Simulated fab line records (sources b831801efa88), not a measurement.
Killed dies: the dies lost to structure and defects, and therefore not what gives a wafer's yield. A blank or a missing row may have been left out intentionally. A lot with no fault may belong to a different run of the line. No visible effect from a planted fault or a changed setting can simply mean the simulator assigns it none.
A lot that was struck, set against a sound lot || flow sfqLine || 20 out of 325 route steps
Sound: wafers L193.4, L193.5, L193.6. Wafers L203.2, L203.3, L203.4 were the ones struck. The cause is given at the end.
Order at every step that has rows: each side's tool, ch and its chambers, its first start. Under that, the readings that differ: sound wafers || struck wafers || difference of the means || sigmas: that difference in standard deviations of wafers without a fault.
alike: readings whose means differ by less than 2 such deviations, and words and numbers that are the same on both sides. not compared: withheld readings, readings that some wafer has no value for, bounds like >300 that may hide the same value, and numbers for which the record gives no deviation and whose values overlap.
Wherever a step has rows on one side only, a row that says differs or no value, or a row with sigmas, the two part there. Non-overlapping numbers with no deviation appear without sigmas and do not part them. A reading that every wafer of one side lacks parts them only if that side has two wafers or more.

first, 3 steps without rows for these wafers: SFQ_TRILAYER_I2_VIA_LITHO_EXPOSE_068 (exposes mask I2, target cd 500 nm); SFQ_TRILAYER_I2_VIA_LITHO_PEB_070 (peb time 60 s); SFQ_TRILAYER_I2_VIA_LITHO_DEVELOP_069 (time 60 s).
SFQ_I2_OVL_MEAS_918:
  struck on overlay-01, day 29 10:17; sound on overlay-02, day 22 13:49
  alike: I2_OVL
SFQ_TRILAYER_I2_VIA_BARC_OPEN_VIA_ETCH_096: etches BARC in O2, target depth 125 nm, time 41.7 s.
  sound on rieDiel-03 ch 0,3, day 22 13:50; struck on rieDiel-03 ch 0,1,3, day 29 10:19
  alike: drypumpMotorCurrentA, oesProductAu
  not compared: rfHoursCounterH
SFQ_TRILAYER_I2_VIA_ETCH_VIA_ETCH_070: etches SiO2 in CHF3, stops on Nb, target depth 260 nm.
  sound on rieDiel-03 ch 0,3, day 22 13:53; struck on rieDiel-03 ch 0,1,3, day 29 10:22
{"reading": "oesProductAu (a.u.)", "sound": "0.858 0.856 0.855", "struck": "0.839 0.854 0.847", "difference": -0.010, "sigmas": -2}
  alike: drypumpMotorCurrentA
SFQ_TRILAYER_I2_VIA_STRIP_STRIP_071: strips in O2.
  sound on rieMetal-02 ch 0,1, day 22 14:11; struck on rieMetal-02 ch 0,1, day 29 10:29
  alike: drypumpMotorCurrentA, oesProductAu
  not compared: rfHoursCounterH
then, 2 steps without rows for these wafers: SFQ_TRILAYER_I2_VIA_STRIP_SOLV_CLEAN_072 (cleans in NMP, time 600 s); SFQ_TRILAYER_M3_DEP_PRE_CLEAN_074 (time 22.5 s).
SFQ_TRILAYER_M3_DEP_SPUTTER_073: material Nb, target thk 200 nm, time 133.3 s.
  struck on pvdSputter-04, day 29 11:17; sound on pvdSputter-04, day 22 14:48
  alike: cathodeDcPowerW, throttleValvePct
SFQ_M3_RS_MEAS_919: measures by four-point-probe.
  struck on filmMetro-03, day 29 11:23; sound on filmMetro-04, day 22 14:57
  alike: M3_NB_RS
SFQ_TRILAYER_M3_LITHO_COAT_080: resist thk 62 nm.
  sound on lithoTrack-04 ch 0, day 22 15:13; struck on lithoTrack-04 ch 0, day 29 11:36
{"reading": "spinSpeedRpm (rpm)", "sound": "3001.1 2999.8 2999.1", "struck": "4113.2 4115.5 4115.2", "difference": "+1114.6", "sigmas": "+99 or more"}
{"reading": "model.BARC_of_TRILAYER_M3_LITHO_COAT_080.thkNm (nm)", "sound": "62.12 61.91 61.96", "struck": "52.82 52.73 52.71", "difference": -9.24, "sigmas": ""}
  alike: chillPlateTempC
then, 5 steps without rows for these wafers: SFQ_TRILAYER_M3_LITHO_COAT_075 (resist thk 600 nm); SFQ_TRILAYER_M3_LITHO_SOFTBAKE_079; SFQ_TRILAYER_M3_LITHO_EXPOSE_076 (exposes mask M3, target cd 500 nm); SFQ_TRILAYER_M3_LITHO_PEB_078 (peb time 60 s); SFQ_TRILAYER_M3_LITHO_DEVELOP_077 (time 60 s).
-- the record jumps here: 6 days lie between the struck wafers' starts before and after --
SFQ_M3_OVL_MEAS_921:
  struck on overlay-02, day 35 14:47; sound on overlay-02, day 29 00:53
  alike: M3_OVL
SFQ_TRILAYER_M3_BARC_OPEN_METAL_ETCH_100: etches BARC in O2, target depth 125 nm, time 41.7 s.
  sound on rieMetal-02 ch 0,1, day 29 00:56; struck on rieMetal-03 ch 0,1, day 35 14:49
{"reading": "oesProductAu (a.u.)", "sound": "0.690 0.685 0.679", "struck": "0.648 0.632 0.645", "difference": -0.043, "sigmas": -10}
{"reading": "model.etch.depthNm (nm)", "sound": "62.12 61.91 61.96", "struck": "52.82 52.73 52.71", "difference": -9.24, "sigmas": ""}
  alike: drypumpMotorCurrentA
  not compared: rfHoursCounterH
SFQ_TRILAYER_M3_ETCH_METAL_ETCH_078: etches Nb in Cl2/Ar, stops on SiO2, target depth 240 nm, time 120 s.
  sound on rieMetal-02 ch 0,1, day 29 01:01; struck on rieMetal-03 ch 0,1, day 35 14:52
  alike: drypumpMotorCurrentA, oesProductAu
  not compared: rfHoursCounterH

== WHERE THEY PART ==
Earliest at SFQ_TRILAYER_I2_VIA_ETCH_VIA_ETCH_070; latest, in this record, at SFQ_TRILAYER_M3_BARC_OPEN_METAL_ETCH_100. Later steps at which nothing parts them and some readings are alike: SFQ_TRILAYER_M3_ETCH_METAL_ETCH_078.

WHY: what had been put in by the simulator
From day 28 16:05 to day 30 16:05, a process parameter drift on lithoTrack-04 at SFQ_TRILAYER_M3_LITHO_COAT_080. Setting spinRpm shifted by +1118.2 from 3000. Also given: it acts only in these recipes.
